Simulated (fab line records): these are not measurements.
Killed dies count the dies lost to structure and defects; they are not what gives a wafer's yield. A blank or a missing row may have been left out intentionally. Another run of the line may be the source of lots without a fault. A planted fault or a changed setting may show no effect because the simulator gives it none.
2 desks, one fault / flow sky130 / what lay behind the numbers comes last; until then each desk has only its own

## TOOL OWNER'S DESK, plasma-asher-02
The tool's own readings at SKY_LDD_P_STRIP_10 (strips in O2/N2): means of the sampled wafers that have a number, for each lot that ran on this tool. If a lot's mean is further than 4 standard deviations from the usual mean, the lot is out of limits and carries the mark OUT (the distance appears in the brackets).
Columns: A = drypump-motor-current-A at SKY_LDD_P_STRIP_10, usual 5.7 A; B = oes-product-au at SKY_LDD_P_STRIP_10, usual 0.716 a.u.; C = strip-time-to-endpoint-s at SKY_LDD_P_STRIP_10, usual 14.21 s
lot=L985; first seen here=day 18 17:47; A=6.2; B=0.714; C=14.16
lot=L986; first seen here=day 19 11:25; A=6.2; B=0.717; C=14.22
lot=L995; first seen here=day 23 00:05; A=6.2; B=0.717; C=14.20
lot=L996; first seen here=day 23 05:43; A=6.2; B=0.713; C=14.29
lot=L997; first seen here=day 23 16:14; A=6.0; B=0.717; C=14.27
lot=L108; first seen here=day 27 03:19; A=6.0; B=0.712; C=14.15
Result from this desk: across the 6 lots, nothing is out of limits.

## THE METROLOGY DESK
Lot by lot, what the gauges showed, no matter which tool ran the lot: averages of those sampled wafers that carry a number. If a lot's mean is further than 4 standard deviations from the usual mean, the lot is out of limits and carries the mark OUT (the distance appears in the brackets).
Columns: A = cd-nm at SKY_METAL4_CD_MEAS_13, usual 299.9 nm; B = PASSIVATION_CVD_02_THK at SKY_PASSIVATION_THK_MEAS_03, usual 536 nm
lot=L985; first seen here=day 41 14:02; A=298.4; B=541
lot=L986; first seen here=day 42 01:22; A=302.7; B=537
lot=L994; first seen here=day 44 12:03; A=298.1; B=545
lot=L995; first seen here=day 44 18:08; A=299.9; B=539
lot=L996; first seen here=day 44 23:08; A=301.9; B=540
lot=L997; first seen here=day 45 06:25; A=299.4; B=535
lot=L100; first seen here=day 46 02:22; A=298.3; B=538
lot=L101; first seen here=day 46 06:17; A=300.0; B=542
lot=L103; first seen here=day 46 20:02; A=297.0; B=543
lot=L105; first seen here=day 47 11:32; A=298.4; B=533
lot=L106; first seen here=day 47 12:13; A=298.8; B=535
lot=L107; first seen here=day 47 14:34; A=299.6; B=532
lot=L108; first seen here=day 47 18:11; A=301.0; B=532
Result from this desk: across the 13 lots, nothing is out of limits.

## PUT TOGETHER
The desk of the tool owner found nothing out of limits.
Metrology desk: nothing out of limits seen.

## WHAT WAS PUT IN BY THE SIMULATOR
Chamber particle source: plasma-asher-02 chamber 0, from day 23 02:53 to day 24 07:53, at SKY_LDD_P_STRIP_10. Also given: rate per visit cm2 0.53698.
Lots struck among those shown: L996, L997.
